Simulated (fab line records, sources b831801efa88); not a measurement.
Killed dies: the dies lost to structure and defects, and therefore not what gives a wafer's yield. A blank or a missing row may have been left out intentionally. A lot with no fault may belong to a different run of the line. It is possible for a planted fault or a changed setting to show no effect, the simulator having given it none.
Commonality check across tools / flow gf180mcu / Sampled: 13 lots, 39 wafers

## WHY IT WAS OPENED
2 of 13 lots carry a flag on the reading HV_LDD_02_OVL at GF_HV_LDD_OVL_MEAS_32. Fault-free wafers read 0.4 nm, with a standard deviation of 1.3.
Rule: a lot gets a flag if all its wafers with a number sit over 4 standard deviations from that mean, or if no wafer of it has a number. As for the other lots, they are considered sound.

lot=L119; measured=day 11 16:57; on=overlay-02; HV_LDD_02_OVL (nm), wafer by wafer=2.3 -0.8 2.7; flag=
lot=L120; measured=day 12 01:10; on=overlay-01; HV_LDD_02_OVL (nm), wafer by wafer=0.4 -0.9 0.1; flag=
lot=L121; measured=day 12 08:22; on=overlay-01; HV_LDD_02_OVL (nm), wafer by wafer=0.0 0.0 -0.2; flag=
lot=L123; measured=day 12 21:31; on=overlay-02; HV_LDD_02_OVL (nm), wafer by wafer=1.2 0.8 1.5; flag=
lot=L124; measured=day 13 12:55; on=overlay-02; HV_LDD_02_OVL (nm), wafer by wafer=-3.1 -0.3 -1.8; flag=
lot=L125; measured=day 14 03:45; on=overlay-01; HV_LDD_02_OVL (nm), wafer by wafer=-1.2 -1.4 -2.8; flag=
lot=L126; measured=day 14 07:40; on=overlay-01; HV_LDD_02_OVL (nm), wafer by wafer=-1.2 -0.6 -1.0; flag=
lot=L127; measured=day 15 01:22; on=overlay-02; HV_LDD_02_OVL (nm), wafer by wafer=0.5 0.0 1.3; flag=
lot=L134; measured=day 16 21:04; on=overlay-01; HV_LDD_02_OVL (nm), wafer by wafer=1.7 -0.2 0.0; flag=
lot=L136; measured=day 17 10:56; on=overlay-02; HV_LDD_02_OVL (nm), wafer by wafer=109.6 110.7 110.2; flag=FLAGGED
lot=L135; measured=day 17 11:14; on=overlay-01; HV_LDD_02_OVL (nm), wafer by wafer=108.8 110.4 107.8; flag=FLAGGED
lot=L138; measured=day 17 23:08; on=overlay-01; HV_LDD_02_OVL (nm), wafer by wafer=-1.0 0.5 -1.5; flag=
lot=L141; measured=day 19 01:22; on=overlay-01; HV_LDD_02_OVL (nm), wafer by wafer=1.5 1.6 -0.1; flag=
On average the flagged lots' numbers are 109.6 nm, which is +109.2 nm against the usual, or +84 standard deviations.

## TOOL THAT RAN EACH LOT
2 process steps preceding the reading are held in the record, out of 602 steps in the route. Read each cell as the tool, then ch plus the chambers that the sampled wafers visited, then the start.
lot=L119; flag=; GF_HV_LDD_STRIP_10=plasma_asher-01 ch 0,1, day 10 03:47; GF_HV_LDD_EXPOSE_28=iline_stepper-01 ch 0, day 11 07:36
lot=L120; flag=; GF_HV_LDD_STRIP_10=plasma_asher-01 ch 0, day 10 11:58; GF_HV_LDD_EXPOSE_28=iline_stepper-01 ch 0, day 11 15:46
lot=L121; flag=; GF_HV_LDD_STRIP_10=plasma_asher-01 ch 0, day 10 18:53; GF_HV_LDD_EXPOSE_28=iline_stepper-02 ch 0, day 11 22:43
lot=L123; flag=; GF_HV_LDD_STRIP_10=plasma_asher-02 ch 0,1, day 11 07:31; GF_HV_LDD_EXPOSE_28=iline_stepper-02 ch 0, day 12 12:14
lot=L124; flag=; GF_HV_LDD_STRIP_10=plasma_asher-01 ch 1, day 11 21:38; GF_HV_LDD_EXPOSE_28=iline_stepper-02 ch 0, day 13 03:11
lot=L125; flag=; GF_HV_LDD_STRIP_10=plasma_asher-01 ch 0,1, day 12 11:54; GF_HV_LDD_EXPOSE_28=iline_stepper-02 ch 0, day 13 17:09
lot=L126; flag=; GF_HV_LDD_STRIP_10=plasma_asher-03 ch 0,1, day 12 16:23; GF_HV_LDD_EXPOSE_28=iline_stepper-02 ch 0, day 13 21:08
lot=L127; flag=; GF_HV_LDD_STRIP_10=plasma_asher-02 ch 0,1, day 13 07:18; GF_HV_LDD_EXPOSE_28=iline_stepper-02 ch 0, day 14 14:32
lot=L134; flag=; GF_HV_LDD_STRIP_10=plasma_asher-01 ch 0,1, day 15 00:41; GF_HV_LDD_EXPOSE_28=iline_stepper-02 ch 0, day 16 09:59
lot=L136; flag=FLAGGED; GF_HV_LDD_STRIP_10=plasma_asher-01 ch 0,1, day 15 14:29; GF_HV_LDD_EXPOSE_28=iline_stepper-02 ch 0, day 16 23:44
lot=L135; flag=FLAGGED; GF_HV_LDD_STRIP_10=plasma_asher-02 ch 0,1, day 15 14:33; GF_HV_LDD_EXPOSE_28=iline_stepper-02 ch 0, day 17 00:13
lot=L138; flag=; GF_HV_LDD_STRIP_10=plasma_asher-02 ch 1, day 16 02:03; GF_HV_LDD_EXPOSE_28=iline_stepper-01 ch 0, day 17 11:58
lot=L141; flag=; GF_HV_LDD_STRIP_10=plasma_asher-03 ch 0,1, day 17 02:39; GF_HV_LDD_EXPOSE_28=iline_stepper-01 ch 0, day 18 13:23
What the steps here do:
- GF_HV_LDD_STRIP_10: strips in O2/N2.
- GF_HV_LDD_EXPOSE_28: exposes mask Nplus HV AREA, target cd 400 nm.
- GF_HV_LDD_OVL_MEAS_32

## FLAGGED AGAINST TOTAL, ONE TOOL AT A TIME (gauges that did the reading follow at the end)
step=GF_HV_LDD_STRIP_10; tool=plasma_asher-01; lots run=7; flagged=1; share of the flagged lots=some; sound lots run after its first flagged lot=0
step=GF_HV_LDD_STRIP_10; tool=plasma_asher-02; lots run=4; flagged=1; share of the flagged lots=some; sound lots run after its first flagged lot=1 (L138)
step=GF_HV_LDD_STRIP_10; tool=plasma_asher-03; lots run=2; flagged=0; share of the flagged lots=none; sound lots run after its first flagged lot=-
step=GF_HV_LDD_EXPOSE_28; tool=iline_stepper-01; lots run=4; flagged=0; share of the flagged lots=none; sound lots run after its first flagged lot=-
step=GF_HV_LDD_EXPOSE_28; tool=iline_stepper-02; lots run=9; flagged=2; share of the flagged lots=all; sound lots run after its first flagged lot=0
step=GF_HV_LDD_OVL_MEAS_32; tool=overlay-01; lots run=8; flagged=1; share of the flagged lots=some; sound lots run after its first flagged lot=2 (L138,L141)
step=GF_HV_LDD_OVL_MEAS_32; tool=overlay-02; lots run=5; flagged=1; share of the flagged lots=some; sound lots run after its first flagged lot=0

## WHAT THE TABLE PERMITS
Rows of the table that ran each flagged lot: 1, that is iline_stepper-02 at GF_HV_LDD_EXPOSE_28.
- iline_stepper-02 at GF_HV_LDD_EXPOSE_28: 2 of its 9 lots flagged. Its last sound lot is L134 (day 16 09:59), its first flagged lot L136 (day 16 23:44): a fault that began between those two fits.
Left over: one tool, iline_stepper-02 at GF_HV_LDD_EXPOSE_28.

## WHAT THE SIMULATOR HAD INSERTED
Scanner matching overlay: iline_stepper-02, from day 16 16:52 on, at GF_HV_LDD_EXPOSE_28. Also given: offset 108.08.
Shown lots that were struck: L136, L135. The rule given above showed the same thing.
